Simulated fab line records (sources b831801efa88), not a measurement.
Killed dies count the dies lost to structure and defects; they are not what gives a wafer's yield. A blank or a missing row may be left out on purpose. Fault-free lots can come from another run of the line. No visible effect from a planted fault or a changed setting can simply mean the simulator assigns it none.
fab line records ; flow sky130
[record] lots = 10; wafers = 30; last-day = 50
route steps=708 shown SD_N@358 SD_P@359 LI_CONTACT@375 LOCAL_INTERCONNECT@400 PAD_OPEN@708
lots that met no fault: from a run of the same line without faults
start-h: hours from the record's first day to the start of the lot's first wafer shown ; wait-h: hours elapsed since this lot's preceding step ; " same as the row above ; L1.1+2: a row that stands for several wafers ; - no value present, or no start provided ; * or withheld: withheld ; < > ~ a bound
route shown NAME@n: a module of which the file shows steps, and the number in the route of the first ; usual: mean and standard deviation over wafers with no fault ; same: alike in all rows ; chamber/n: place in a boat ; sites: each site's reading ; _std_site: how widely they spread, as a standard deviation ; _edge_site: outer sites' mean less inner sites' ; radius-mm: for every site, how far away it sits from the centre of the wafer ; mask NAME#n: copy n ; behind: the last tool/chamber to shape the wafer ; hold: cause of the lot's hold/its duration in hours/its outcome ; device: the n, p or np transistor that did not switch ; end of line: at the end of the route, the tests of the same wafers ; a step given without rows: its recipe and nothing more ; killed: count of dies lost to structure and defects at first sort (not the wafer's yield) ; map: per-die view of a wafer (x killed, . not killed, _ where there is no die)
set.NAME: the setting that was run; set.NAME@STEP: the one run at that earlier step ; model.NAME: the simulator's own value behind a step, which no gauge read
route steps across a sampled set of lots; one table per step, one row per wafer
services: from which hour (start-h, from the record's first day; less than 0 if before it) a tool's chamber was out of use, for how many hours, and why
[[steps]]
[step SKY_SD_N_RS_MEAS_16]
[recipe] thk-meas-gauge = four-point-probe
[usual] SD_N_RS = 68.62/0.11
lot.wafer;tool;chamber;start-h;wait-h;SD_N_RS[ohm/sq]
L987.1;film-metro-03;-;660.10;0.1;68.47
L987.4;film-metro-03;-;660.10;0.1;68.54
L987.5;film-metro-03;-;660.10;0.1;68.53
L989.3;film-metro-01;-;688.91;0.1;68.69
L989.5;film-metro-01;-;688.91;0.1;68.57
L989.6;film-metro-01;-;688.91;0.1;68.79
L992.2;film-metro-01;-;709.70;0.1;68.82
L992.3;film-metro-01;-;709.70;0.1;68.71
L992.6;film-metro-01;-;709.70;0.1;68.64
L993.1;film-metro-04;-;717.36;0.1;68.70
L993.5;film-metro-04;-;717.36;0.1;68.42
L993.6;film-metro-04;-;717.36;0.1;68.41
L995.2;film-metro-01;-;730.98;0.1;68.61
L995.4;film-metro-01;-;730.98;0.1;68.80
L995.5;film-metro-01;-;730.98;0.1;68.55
L996.2;film-metro-04;-;739.19;0.1;68.73
L996.3;film-metro-04;-;739.19;0.1;68.68
L996.4;film-metro-04;-;739.19;0.1;68.75
L100.1;film-metro-03;-;771.85;0.1;68.61
L100.4;film-metro-03;-;771.85;0.1;68.62
L100.5;film-metro-03;-;771.85;0.1;68.50
L102.1;film-metro-01;-;781.15;0.1;68.53
L102.3;film-metro-01;-;781.15;0.1;68.41
L102.4;film-metro-01;-;781.15;0.1;68.44
L105.4;film-metro-04;-;812.27;0.1;68.62
L105.5;film-metro-04;-;812.27;0.1;68.65
L105.6;film-metro-04;-;812.27;0.1;68.58
L107.1;film-metro-01;-;821.71;0.1;68.66
L107.5;film-metro-01;-;821.71;0.1;68.67
L107.6;film-metro-01;-;821.71;0.1;68.71
[step SKY_SD_N_RS_MEAS_17]
[recipe] thk-meas-gauge = four-point-probe
[usual] SD_P_RS = 147.2/0.38
lot.wafer;tool;chamber;start-h;wait-h;SD_P_RS[ohm/sq]
L987.1;film-metro-03;-;660.22;0.1;146.5
L987.4;film-metro-03;-;660.22;0.1;146.9
L987.5;film-metro-03;-;660.22;0.1;147.3
L989.3;film-metro-01;-;689.03;0.1;147.7
L989.5;film-metro-01;-;689.03;0.1;147.1
L989.6;film-metro-01;-;689.03;0.1;147.1
L992.2;film-metro-01;-;709.82;0.1;147.4
L992.3;film-metro-01;-;709.82;0.1;147.6
L992.6;film-metro-01;-;709.82;0.1;147.2
L993.1;film-metro-04;-;717.48;0.1;146.6
L993.5;film-metro-04;-;717.48;0.1;146.2
L993.6;film-metro-04;-;717.48;0.1;146.1
L995.2;film-metro-01;-;731.10;0.1;147.1
L995.4;film-metro-01;-;731.10;0.1;147.3
L995.5;film-metro-01;-;731.10;0.1;147.5
L996.2;film-metro-04;-;739.31;0.1;146.7
L996.3;film-metro-04;-;739.31;0.1;147.1
L996.4;film-metro-04;-;739.31;0.1;147.0
L100.1;film-metro-03;-;771.97;0.1;146.9
L100.4;film-metro-03;-;771.97;0.1;146.9
L100.5;film-metro-03;-;771.97;0.1;146.9
L102.1;film-metro-01;-;781.27;0.1;147.0
L102.3;film-metro-01;-;781.27;0.1;146.7
L102.4;film-metro-01;-;781.27;0.1;147.0
L105.4;film-metro-04;-;812.39;0.1;147.3
L105.5;film-metro-04;-;812.39;0.1;147.3
L105.6;film-metro-04;-;812.39;0.1;147.4
L107.1;film-metro-01;-;821.83;0.1;147.2
L107.5;film-metro-01;-;821.83;0.1;147.4
L107.6;film-metro-01;-;821.83;0.1;147.6
[step SKY_LI_CONTACT_OVL_MEAS_13]
[usual] LI_CONTACT_OVL = 0/6.1
lot.wafer;tool;chamber;start-h;wait-h;LI_CONTACT_OVL[nm]
L987.1;overlay-01;-;689.54;0.1;-5
L987.4;overlay-01;-;689.54;0.1;-5
L987.5;overlay-01;-;689.54;0.1;0
L989.3;overlay-01;-;717.09;0.1;18
L989.5;overlay-01;-;717.09;0.1;13
L989.6;overlay-01;-;717.09;0.1;12
L992.2;overlay-02;-;738.19;0.1;-12
L992.3;overlay-02;-;738.19;0.1;-10
L992.6;overlay-02;-;738.19;0.1;-5
L993.1;overlay-02;-;745.21;0.1;-2
L993.5;overlay-02;-;745.21;0.1;-8
L993.6;overlay-02;-;745.21;0.1;-4
L995.2;overlay-02;-;759.27;0.1;-2
L995.4;overlay-02;-;759.27;0.1;-2
L995.5;overlay-02;-;759.27;0.1;-2
L996.2;overlay-01;-;768.45;0.1;-6
L996.3;overlay-01;-;768.45;0.1;-2
L996.4;overlay-01;-;768.45;0.1;0
L100.1;overlay-01;-;799.33;0.1;1
L100.4;overlay-01;-;799.33;0.1;-4
L100.5;overlay-01;-;799.33;0.1;-9
L102.1;overlay-02;-;808.34;0.1;1
L102.3;overlay-02;-;808.34;0.1;-4
L102.4;overlay-02;-;808.34;0.1;-7
L105.4;overlay-02;-;839.68;0.1;4
L105.5;overlay-02;-;839.68;0.1;0
L105.6;overlay-02;-;839.68;0.1;6
L107.1;overlay-02;-;849.24;0.1;-5
L107.5;overlay-02;-;849.24;0.1;6
L107.6;overlay-02;-;849.24;0.1;0
[step SKY_LOCAL_INTERCONNECT_ETCH_13]
[recipe] chemistry = N2/H2; target = BARC; ion-energy-ev = 200; bias-w = 100; pressure-mtorr = 30; n2-flow-sccm = 100; h2-flow-sccm = 200; icp-w = 500; stop-on = SiO2; time-s = 45.9; target-depth-a = 600
[usual] bias-w = 100.1/0.31; chamber-pressure-mTorr = 29.998/0.029; drypump-motor-current-A = 5.5/0.37; oes-product-au = 0.854/0.0048; throttle-valve-pct = 13.224/0.0085
lot.wafer;tool;chamber;start-h;wait-h;bias-w;chamber-pressure-mTorr;drypump-motor-current-A;oes-product-au;rf-hours-counter-h;throttle-valve-pct
L987.1;rie-metal-04;1;718.43;0.0;100.0;29.997;5.7;0.855;1;13.217
L987.4;rie-metal-04;1;718.43;0.0;100.0;30.055;5.7;0.858;-;13.215
L987.5;rie-metal-04;1;718.43;0.0;99.8;29.994;5.7;0.847;-;13.218
L989.3;rie-metal-01;0;746.87;0.1;99.9;29.986;5.1;0.849;-;13.226
L989.5;rie-metal-01;0;746.87;0.1;100.4;29.944;5.1;0.859;-;13.227
L989.6;rie-metal-01;0;746.87;0.1;100.1;29.995;5.1;0.850;-;13.236
L992.2;rie-metal-02;1;766.70;0.0;-;-;-;-;-;-
L992.3;rie-metal-02;0;766.70;0.0;-;-;-;-;-;-
L992.6;rie-metal-02;1;766.70;0.0;-;-;-;-;-;-
L993.1;rie-metal-04;1;773.93;0.0;-;-;-;-;-;-
L993.5;rie-metal-04;1;773.93;0.0;-;-;-;-;-;-
L993.6;rie-metal-04;0;773.93;0.0;-;-;-;-;-;-
L995.2;rie-metal-04;0;788.30;0.0;100.6;29.956;5.9;0.854;15;13.239
L995.4;rie-metal-04;1;788.30;0.0;99.6;29.998;5.7;0.857;-;13.226
L995.5;rie-metal-04;1;788.30;0.0;100.2;29.980;5.7;0.850;-;13.228
L996.2;rie-metal-04;0;797.28;0.0;99.7;29.993;5.9;0.852;15;13.227
L996.3;rie-metal-04;1;797.28;0.0;100.2;30.015;5.6;0.863;-;13.218
L996.4;rie-metal-04;0;797.28;0.0;99.5;30.014;5.9;0.858;-;13.232
L100.1;rie-metal-04;1;827.33;0.0;99.7;29.963;5.7;0.851;6;13.235
L100.4;rie-metal-04;0;827.33;0.0;99.8;30.007;5.9;0.854;-;13.222
L100.5;rie-metal-04;1;827.33;0.0;100.4;29.983;5.7;0.852;-;13.229
L102.1;rie-metal-02;0;836.23;0.0;100.1;29.987;5.6;0.853;11;13.232
L102.3;rie-metal-02;0;836.23;0.0;99.8;30.045;5.5;0.851;-;13.223
L102.4;rie-metal-02;0;836.23;0.0;100.1;30.031;5.6;0.855;-;13.231
L105.4;rie-metal-04;0;868.07;0.0;99.6;29.968;5.9;0.859;-;13.216
L105.5;rie-metal-04;1;868.07;0.0;100.2;29.984;5.7;0.849;-;13.236
L105.6;rie-metal-04;0;868.07;0.0;99.9;30.003;5.9;0.853;-;13.221
L107.1;rie-metal-01;0;876.58;0.0;100.4;29.995;5.1;0.860;18;13.219
L107.5;rie-metal-01;1;876.58;0.0;100.4;29.999;6.0;0.863;-;13.218
L107.6;rie-metal-01;0;876.58;0.0;100.3;29.990;5.1;0.856;-;13.230
[step SKY_LOCAL_INTERCONNECT_METAL_ETCH_14]
[recipe] target-depth-nm = 110; stop-on = PSG; chemistry = Cl2/BCl3; target = TiN; resist-sidewall-deg = 88; pressure-mtorr = 10; icp-w = 900; bias-w = 48.5; Cl2_flow_sccm = 60; bcl3-flow-sccm = 30; time-s = 32.43
[usual] bcl3-flow-sccm = 30.01/0.1; drypump-motor-current-A = 5.5/0.37; oes-product-au = 0.932/0.0084; throttle-valve-pct = 21.906/0.012
lot.wafer;tool;chamber;start-h;wait-h;bcl3-flow-sccm;drypump-motor-current-A;oes-product-au;rf-hours-counter-h;throttle-valve-pct
L987.1;rie-metal-04;1;718.55;0.1;30.09;5.7;0.933;1;21.903
L987.4;rie-metal-04;1;718.55;0.1;30.07;5.7;0.935;-;21.919
L987.5;rie-metal-04;1;718.55;0.1;30.01;5.7;0.930;-;21.906
L989.3;rie-metal-01;0;746.99;0.1;29.88;5.1;0.944;-;21.907
L989.5;rie-metal-01;0;746.99;0.1;29.91;5.1;0.945;-;21.888
L989.6;rie-metal-01;0;746.99;0.1;29.89;5.1;0.935;-;21.905
L992.2;rie-metal-02;1;766.76;0.0;29.95;4.8;0.370;14;22.241
L992.3;rie-metal-02;0;766.76;0.0;30.06;5.6;0.376;-;22.262
L992.6;rie-metal-02;1;766.76;0.0;30.02;4.8;0.379;-;22.261
L993.1;rie-metal-04;1;773.99;0.0;29.91;5.6;0.383;4;22.262
L993.5;rie-metal-04;1;773.99;0.0;29.86;5.7;0.372;-;22.261
L993.6;rie-metal-04;0;773.99;0.0;29.94;5.9;0.389;-;22.251
L995.2;rie-metal-04;0;788.36;0.0;30.02;5.9;0.936;15;21.897
L995.4;rie-metal-04;1;788.36;0.0;30.00;5.7;0.933;-;21.916
L995.5;rie-metal-04;1;788.36;0.0;29.95;5.7;0.935;-;21.903
L996.2;rie-metal-04;0;797.34;0.0;29.95;5.9;0.933;15;21.905
L996.3;rie-metal-04;1;797.34;0.0;29.86;5.7;0.929;-;21.894
L996.4;rie-metal-04;0;797.34;0.0;29.98;5.8;0.941;-;21.898
L100.1;rie-metal-04;1;827.39;0.0;30.06;5.7;0.937;6;21.900
L100.4;rie-metal-04;0;827.39;0.0;29.97;5.9;0.932;-;21.902
L100.5;rie-metal-04;1;827.39;0.0;29.95;5.7;0.934;-;21.917
L102.1;rie-metal-02;0;836.36;0.1;30.08;5.6;0.927;11;21.903
L102.3;rie-metal-02;0;836.36;0.1;29.94;5.6;0.945;-;21.921
L102.4;rie-metal-02;0;836.36;0.1;30.17;5.6;0.942;-;21.906
L105.4;rie-metal-04;0;868.13;0.0;30.03;5.8;0.942;-;21.893
L105.5;rie-metal-04;1;868.13;0.0;30.14;5.7;0.942;-;21.896
L105.6;rie-metal-04;0;868.13;0.0;30.14;5.8;0.937;-;21.894
L107.1;rie-metal-01;0;876.64;0.0;30.03;5.1;0.939;18;21.905
L107.5;rie-metal-01;1;876.64;0.0;29.94;6.0;0.935;-;21.906
L107.6;rie-metal-01;0;876.64;0.0;30.06;5.1;0.932;-;21.918
[step SKY_LOCAL_INTERCONNECT_STRIP_15]
[recipe] chemistry = O2/N2; power-w = 1400; pressure-mtorr = 1500; platen-temp-c = withheld; o2-flow-sccm = 3000; n2-flow-sccm = 300; overash-fraction = 0.5
[usual] drypump-motor-current-A = 5.45/0.23; o2-flow-sccm = 3001/8; oes-product-au = 0.426/0.0045; strip-time-to-endpoint-s = 4.702/0.018
lot.wafer;tool;chamber;start-h;wait-h;drypump-motor-current-A;o2-flow-sccm;oes-product-au;rf-hours-counter-h;strip-time-to-endpoint-s
L987.1;plasma-asher-03;0;718.66;0.1;5.44;2980;0.420;59;4.715
L987.4;plasma-asher-03;1;718.66;0.1;5.15;2996;0.436;-;4.718
L987.5;plasma-asher-03;1;718.66;0.1;5.15;3008;0.432;-;4.701
L989.3;plasma-asher-02;1;747.09;0.1;5.51;2989;0.432;-;4.677
L989.5;plasma-asher-02;1;747.09;0.1;5.50;2998;0.428;-;4.674
L989.6;plasma-asher-02;0;747.09;0.1;5.65;3012;0.424;-;4.699
L992.2;plasma-asher-03;0;766.81;0.0;5.43;3000;0.438;64;5.153
L992.3;plasma-asher-03;0;766.81;0.0;5.42;3009;0.446;-;5.197
L992.6;plasma-asher-03;0;766.81;0.0;5.43;3004;0.441;-;5.142
L993.1;plasma-asher-04;0;774.04;0.0;5.78;3006;0.442;35;5.107
L993.5;plasma-asher-04;0;774.04;0.0;5.79;3006;0.450;-;5.125
L993.6;plasma-asher-04;1;774.04;0.0;5.77;2996;0.437;-;5.124
L995.2;plasma-asher-03;1;788.41;0.0;5.16;3005;0.424;66;4.723
L995.4;plasma-asher-03;0;788.41;0.0;5.44;2996;0.429;-;4.712
L995.5;plasma-asher-03;1;788.41;0.0;5.21;3002;0.429;-;4.698
L996.2;plasma-asher-03;1;797.39;0.0;5.16;3005;0.429;67;4.718
L996.3;plasma-asher-03;0;797.39;0.0;5.47;3006;0.423;-;4.660
L996.4;plasma-asher-03;1;797.39;0.0;5.15;2992;0.432;-;4.700
L100.1;plasma-asher-03;0;827.44;0.0;5.44;2997;0.423;70;4.710
L100.4;plasma-asher-03;1;827.44;0.0;5.15;3002;0.426;-;4.708
L100.5;plasma-asher-03;0;827.44;0.0;5.44;3012;0.423;-;4.723
L102.1;plasma-asher-03;1;836.46;0.1;5.14;3003;0.428;71;4.728
L102.3;plasma-asher-03;1;836.46;0.1;5.12;2982;0.428;-;4.714
L102.4;plasma-asher-03;0;836.46;0.1;5.44;3009;0.427;-;4.747
L105.4;plasma-asher-02;1;868.20;0.1;5.51;2991;0.422;-;4.682
L105.5;plasma-asher-02;0;868.20;0.1;5.67;2998;0.434;-;4.689
L105.6;plasma-asher-02;1;868.20;0.1;5.49;2996;0.419;-;4.671
L107.1;plasma-asher-03;0;876.69;0.0;5.41;3007;0.429;75;4.689
L107.5;plasma-asher-03;1;876.69;0.0;5.12;2991;0.431;-;4.709
L107.6;plasma-asher-03;0;876.69;0.0;5.43;3005;0.430;-;4.691
[step SKY_PAD_OPEN_PROBE_99]
[usual] killed_at_M0_to_M3 = 43/7.6; killed_at_M4_up = 2.9/1.9; killed-at-contacts = 24/5; killed-at-front-end = 15/4.3; killed-at-other = 0.3/0.54; killed-dies = 85/10; killed-on-rim = 17/3.9; killed-open = 47/7; killed-short = 38/6.4
[same] gross-dies = 492; killed-at-back-side = 0
lot.wafer;tool;chamber;start-h;wait-h;hold;killed_at_M0_to_M3;killed_at_M4_up;killed-at-contacts;killed-at-front-end;killed-at-other;killed-dies;killed-on-rim;killed-open;killed-short
L987.1;prober-02;-;1088.34;0.1;-;44;5;19;13;1;82;22;42;40
L987.4;prober-02;-;1088.49;0.2;-;39;4;23;12;2;80;12;51;29
L987.5;prober-02;-;1088.54;0.2;-;39;5;21;10;0;75;13;45;30
L989.3;prober-02;-;1107.16;0.2;-;42;3;32;7;0;84;22;46;38
L989.5;prober-02;-;1107.26;0.2;-;42;3;21;17;0;83;14;51;32
L989.6;prober-02;-;1107.31;0.2;-;33;2;29;16;0;80;20;45;35
L992.2;prober-01;-;1124.46;0.1;await-dispo/1.5h/scrap;233;67;122;8;62;492;96;33;39
L992.3;prober-01;-;1124.51;0.2;await-dispo/1.5h/scrap;213;76;139;10;54;492;96;37;31
L992.6;prober-01;-;1124.66;0.2;await-dispo/1.5h/scrap;216;64;145;12;55;492;96;51;31
L993.1;prober-02;-;1127.90;0.1;await-dispo/0.7h/scrap;221;59;143;12;57;492;96;51;36
L993.5;prober-02;-;1128.10;0.2;await-dispo/0.7h/scrap;216;69;132;19;56;492;96;48;47
L993.6;prober-02;-;1128.15;0.2;await-dispo/0.7h/scrap;214;57;131;19;71;492;96;56;49
L995.2;prober-01;-;1138.36;0.1;-;48;2;26;16;0;92;14;48;44
L995.4;prober-01;-;1138.46;0.2;-;43;3;27;7;0;80;15;39;41
L995.5;prober-01;-;1138.51;0.2;-;43;4;26;14;1;88;18;47;41
L996.2;prober-01;-;1146.53;0.1;-;51;3;22;20;2;98;19;56;42
L996.3;prober-01;-;1146.58;0.2;-;53;1;22;19;2;97;21;52;45
L996.4;prober-01;-;1146.63;0.2;-;44;2;18;15;0;79;19;44;35
L100.1;prober-02;-;1168.11;0.1;-;38;2;27;20;2;89;17;45;44
L100.4;prober-02;-;1168.26;0.2;-;42;1;22;17;0;82;16;50;32
L100.5;prober-02;-;1168.31;0.2;-;37;3;22;16;0;78;17;44;34
L102.1;prober-01;-;1171.65;0.1;-;51;0;26;11;1;89;16;55;34
L102.3;prober-01;-;1171.75;0.2;-;41;1;29;19;1;91;15;51;40
L102.4;prober-01;-;1171.80;0.2;-;40;3;21;22;0;86;21;52;34
L105.4;prober-02;-;1190.92;0.2;-;32;1;27;19;0;79;14;47;32
L105.5;prober-02;-;1190.97;0.2;-;46;5;31;17;0;99;23;56;43
L105.6;prober-02;-;1191.02;0.2;-;43;5;21;12;0;81;12;41;40
L107.1;prober-02;-;1199.38;0.1;-;56;0;21;21;2;100;21;60;40
L107.5;prober-02;-;1199.58;0.2;-;44;6;15;21;1;87;9;46;41
L107.6;prober-02;-;1199.63;0.2;-;45;2;20;23;0;90;21;50;40
// killed by level:class
L987.1 VIA2:geometric-particle:open=9 CONTACT:geometric-particle:open=7 VIA1:geometric-particle:open=6 METAL1:geometric-particle:short=5 METAL2:geometric-particle:short=5 FIELD_ISO:geometric-particle:open=4 LI_CONTACT:geometric-particle:open=4 POLY_GATE:geometric-particle:open=4
L987.4 VIA2:geometric-particle:open=11 VIA1:geometric-particle:open=9 LI_CONTACT:geometric-particle:open=8 CONTACT:geometric-particle:open=8 POLY_GATE:geometric-particle:open=6 METAL2:geometric-particle:short=6 LI_CONTACT:geometric-particle:short=3 CONTACT:geometric-particle:short=3
L987.5 CONTACT:geometric-particle:open=10 VIA1:geometric-particle:open=9 VIA3:geometric-particle:open=7 POLY_GATE:geometric-particle:open=5 METAL4:geometric-particle:short=4 LI_CONTACT:geometric-particle:open=4 VIA2:geometric-particle:short=4 VIA2:geometric-particle:open=4
L989.3 LI_CONTACT:geometric-particle:open=11 CONTACT:geometric-particle:open=9 VIA2:geometric-particle:open=9 VIA1:geometric-particle:open=7 METAL1:geometric-particle:short=6 METAL2:geometric-particle:short=6 VIA3:geometric-particle:open=5 LI_CONTACT:geometric-particle:short=4
L989.5 VIA1:geometric-particle:open=12 CONTACT:geometric-particle:open=10 VIA3:geometric-particle:open=9 FIELD_ISO:geometric-particle:open=6 SPACER:geometric-particle:short=5 LI_CONTACT:geometric-particle:open=5 VIA1:geometric-particle:short=5 VIA2:geometric-particle:short=4
L989.6 LI_CONTACT:geometric-particle:open=10 CONTACT:geometric-particle:open=8 METAL2:geometric-particle:short=7 VIA2:geometric-particle:open=7 POLY_GATE:geometric-particle:open=6 LOCAL_INTERCONNECT:geometric-particle:short=4 SPACER:geometric-particle:short=3 LI_CONTACT:geometric-particle:short=3
L992.2 LOCAL_INTERCONNECT:area-etch=90 VIA4:area-expose=39 METAL2:area-expose=37 VIA1:area-expose=34 CAP2M:area-expose=33 METAL1:area-expose=32 METAL3:area-expose=30 CAPM:area-expose=29
L992.3 LOCAL_INTERCONNECT:area-etch=93 METAL4:area-expose=38 VIA4:area-expose=36 VIA2:area-expose=32 METAL2:area-expose=31 VIA1:area-expose=31 CONTACT:area-expose=31 METAL1:area-expose=28
L992.6 LOCAL_INTERCONNECT:area-etch=94 VIA1:area-expose=35 METAL4:area-expose=33 VIA3:area-expose=31 METAL1:area-expose=31 CAP2M:area-expose=30 METAL2:area-expose=30 VIA4:area-expose=27
L993.1 LOCAL_INTERCONNECT:area-etch=84 VIA1:area-expose=36 METAL4:area-expose=33 METAL3:area-expose=32 CAP2M:area-expose=31 METAL1:area-expose=30 CONTACT:area-expose=28 METAL2:area-expose=28
L993.5 LOCAL_INTERCONNECT:area-etch=83 METAL4:area-expose=35 CAP2M:area-expose=32 VIA3:area-expose=31 VIA2:area-expose=30 METAL1:area-expose=30 VIA1:area-expose=29 METAL3:area-expose=29
L993.6 LOCAL_INTERCONNECT:area-etch=80 CAPM:area-expose=38 METAL4:area-expose=33 CAP2M:area-expose=32 VIA2:area-expose=29 METAL2:area-expose=28 VIA3:area-expose=27 VIA1:area-expose=27
L995.2 VIA2:geometric-particle:open=13 CONTACT:geometric-particle:open=8 CONTACT:geometric-particle:short=8 VIA1:geometric-particle:short=8 VIA1:geometric-particle:open=8 METAL2:geometric-particle:short=7 POLY_GATE:geometric-particle:short=5 VIA3:geometric-particle:open=5
L995.4 METAL2:geometric-particle:short=9 LI_CONTACT:geometric-particle:open=8 CONTACT:geometric-particle:open=8 VIA3:geometric-particle:open=7 LI_CONTACT:geometric-particle:short=6 METAL1:geometric-particle:short=5 VIA2:geometric-particle:short=4 VIA2:geometric-particle:open=4
L995.5 VIA1:geometric-particle:open=14 CONTACT:geometric-particle:open=8 VIA3:geometric-particle:open=7 LI_CONTACT:geometric-particle:open=6 CONTACT:geometric-particle:short=6 METAL1:geometric-particle:short=6 VIA1:geometric-particle:short=5 POLY_GATE:geometric-particle:short=4
L996.2 CONTACT:geometric-particle:open=14 VIA1:geometric-particle:open=10 VIA2:geometric-particle:open=10 VIA3:geometric-particle:short=6 FIELD_ISO:geometric-particle:short=5 POLY_GATE:geometric-particle:short=5 LI_CONTACT:geometric-particle:open=5 METAL2:geometric-particle:short=5
L996.3 VIA1:geometric-particle:open=11 CONTACT:geometric-particle:open=9 FIELD_ISO:geometric-particle:short=8 VIA3:geometric-particle:open=8 LI_CONTACT:geometric-particle:open=7 VIA2:geometric-particle:open=7 VIA3:geometric-particle:short=5 VIA1:geometric-particle:short=5
L996.4 VIA1:geometric-particle:short=9 VIA1:geometric-particle:open=9 VIA3:geometric-particle:open=8 VIA2:geometric-particle:open=7 FIELD_ISO:geometric-particle:short=6 LI_CONTACT:geometric-particle:open=6 FIELD_ISO:geometric-particle:open=5 CONTACT:geometric-particle:open=5
L100.1 CONTACT:geometric-particle:open=13 VIA1:geometric-particle:open=9 METAL1:geometric-particle:short=8 VIA3:geometric-particle:open=8 CONTACT:geometric-particle:short=6 FIELD_ISO:geometric-particle:short=5 POLY_GATE:geometric-particle:short=4 FIELD_ISO:geometric-particle:open=3
L100.4 CONTACT:geometric-particle:open=9 VIA3:geometric-particle:open=9 METAL2:geometric-particle:short=7 VIA1:geometric-particle:open=7 VIA2:geometric-particle:open=7 FIELD_ISO:geometric-particle:open=5 LOCAL_INTERCONNECT:geometric-particle:short=4 METAL1:geometric-particle:short=4
L100.5 CONTACT:geometric-particle:open=10 VIA1:geometric-particle:open=7 FIELD_ISO:geometric-particle:open=5 VIA2:geometric-particle:open=5 VIA1:geometric-particle:short=5 VIA3:geometric-particle:open=5 VIA3:geometric-particle:short=5 CONTACT:geometric-particle:short=4
L102.1 CONTACT:geometric-particle:open=11 VIA1:geometric-particle:open=11 LI_CONTACT:geometric-particle:open=9 VIA3:geometric-particle:open=9 METAL3:geometric-particle:short=6 FIELD_ISO:geometric-particle:open=5 METAL1:geometric-particle:short=5 VIA2:geometric-particle:open=4
L102.3 VIA1:geometric-particle:open=9 CONTACT:geometric-particle:open=9 POLY_GATE:geometric-particle:open=7 LI_CONTACT:geometric-particle:open=7 METAL1:geometric-particle:short=6 VIA3:geometric-particle:open=6 FIELD_ISO:geometric-particle:short=5 CONTACT:geometric-particle:short=5
L102.4 VIA1:geometric-particle:open=14 CONTACT:geometric-particle:open=10 POLY_GATE:geometric-particle:open=6 VIA1:geometric-particle:short=5 VIA2:geometric-particle:open=5 FIELD_ISO:geometric-particle:short=4 FIELD_ISO:geometric-particle:open=4 LI_CONTACT:geometric-particle:short=3
L105.4 CONTACT:geometric-particle:open=13 LI_CONTACT:geometric-particle:open=7 POLY_GATE:geometric-particle:open=6 VIA3:geometric-particle:open=5 FIELD_ISO:geometric-particle:open=4 VIA1:geometric-particle:short=4 VIA1:geometric-particle:open=4 METAL2:geometric-particle:short=4
L105.5 VIA1:geometric-particle:open=13 LI_CONTACT:geometric-particle:open=11 CONTACT:geometric-particle:open=9 VIA3:geometric-particle:open=6 LOCAL_INTERCONNECT:geometric-particle:short=4 CONTACT:geometric-particle:short=4 METAL1:geometric-particle:short=4 VIA1:geometric-particle:short=4
L105.6 VIA1:geometric-particle:open=9 VIA1:geometric-particle:short=8 VIA2:geometric-particle:open=7 CONTACT:geometric-particle:open=6 LI_CONTACT:geometric-particle:open=5 VIA3:geometric-particle:open=5 POLY_GATE:geometric-particle:short=4 LOCAL_INTERCONNECT:geometric-particle:short=4
L107.1 VIA1:geometric-particle:open=16 VIA2:geometric-particle:open=10 CONTACT:geometric-particle:open=8 FIELD_ISO:geometric-particle:open=7 FIELD_ISO:geometric-particle:short=6 VIA3:geometric-particle:open=6 VIA1:geometric-particle:short=6 LI_CONTACT:geometric-particle:open=5
L107.5 VIA1:geometric-particle:open=11 METAL1:geometric-particle:short=6 POLY_GATE:geometric-particle:open=6 VIA3:geometric-particle:open=6 POLY_GATE:geometric-particle:short=5 LI_CONTACT:geometric-particle:open=5 CONTACT:geometric-particle:open=5 VIA2:geometric-particle:short=5
L107.6 VIA1:geometric-particle:open=13 FIELD_ISO:geometric-particle:open=6 METAL2:geometric-particle:short=6 FIELD_ISO:geometric-particle:short=6 LOCAL_INTERCONNECT:geometric-particle:short=6 VIA2:geometric-particle:open=6 VIA3:geometric-particle:open=6 LI_CONTACT:geometric-particle:open=5
[[services]]
tool;chamber;start-h;hours;kind
rie-metal-01;1;711.73;5.1;repair
rie-metal-04;0;711.93;18.1;repair
rie-metal-01;1;716.80;-;clean
rie-metal-01;1;716.80;31.3;scheduled-down
rie-metal-01;1;716.80;31.3;vent-cycle
rie-metal-02;1;718.01;2.9;repair
plasma-asher-02;-;733.80;9.0;pm
plasma-asher-02;0;733.80;9.0;vent-cycle
plasma-asher-02;1;733.80;9.0;vent-cycle
plasma-asher-02;0;742.80;-;clean
plasma-asher-02;1;742.80;-;clean
plasma-asher-02;-;751.26;4.6;repair
rie-metal-04;-;756.27;0.7;repair
rie-metal-01;1;763.83;3.2;repair
rie-metal-01;-;784.51;2.8;pm
rie-metal-04;0;799.96;-;clean
rie-metal-04;0;799.96;22.0;scheduled-down
rie-metal-04;0;799.96;22.0;vent-cycle
plasma-asher-02;-;831.02;2.7;repair
rie-metal-02;1;834.70;-;clean
rie-metal-02;1;834.70;12.6;scheduled-down
rie-metal-02;1;834.70;12.6;vent-cycle
[[key]]
[first-sign] step = SKY_LOCAL_INTERCONNECT_ETCH_13; reading = tool-record; direction = missing
[effect] step = SKY_LOCAL_INTERCONNECT_METAL_ETCH_14; reading = oes-product-au; direction = down; sigmas = 66; usual = 0.932; struck = 0.378
[effect] step = SKY_LOCAL_INTERCONNECT_STRIP_15; reading = strip-time-to-endpoint-s; direction = up; sigmas = 24; usual = *; struck = *
[effect] step = SKY_PAD_OPEN_PROBE_99; reading = killed-at-other; direction = up; sigmas = 59; usual = 0.3; struck = 59.2
[more-kills-born-at] SKY_LOCAL_INTERCONNECT_ETCH_13@rie-metal-02 = 277; SKY_LOCAL_INTERCONNECT_ETCH_13@rie-metal-04 = 247
met-at SKY_LOCAL_INTERCONNECT_ETCH_13
struck-lots L992,L993
later-rows-left-out L992.2,L992.3,L992.6,L993.1,L993.5,L993.6
tester-left-out L992,L993
not-acting-at SKY_SD_N_RS_MEAS_16,SKY_SD_N_RS_MEAS_17,SKY_LI_CONTACT_OVL_MEAS_13
onset-between 718.43 766.70
[fault] kind = skipped-step-whole; tool = rie-metal-02,rie-metal-04; chamber = -; onset-h = 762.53; steps = SKY_LOCAL_INTERCONNECT_ETCH_13; scope = struck-lots-only
// tester-left-out: of these lots the tester's yield and bins aren't shown, on N5 and GAA mostly nor the transistor test; their killed dies are dies lost to structure and defects alone, not to doping, threshold or leakage, so they don't give the yield
// later-rows-left-out: the simulator's readings of these wafers behind a module that went badly wrong aren't trusted and aren't shown, but for the sort
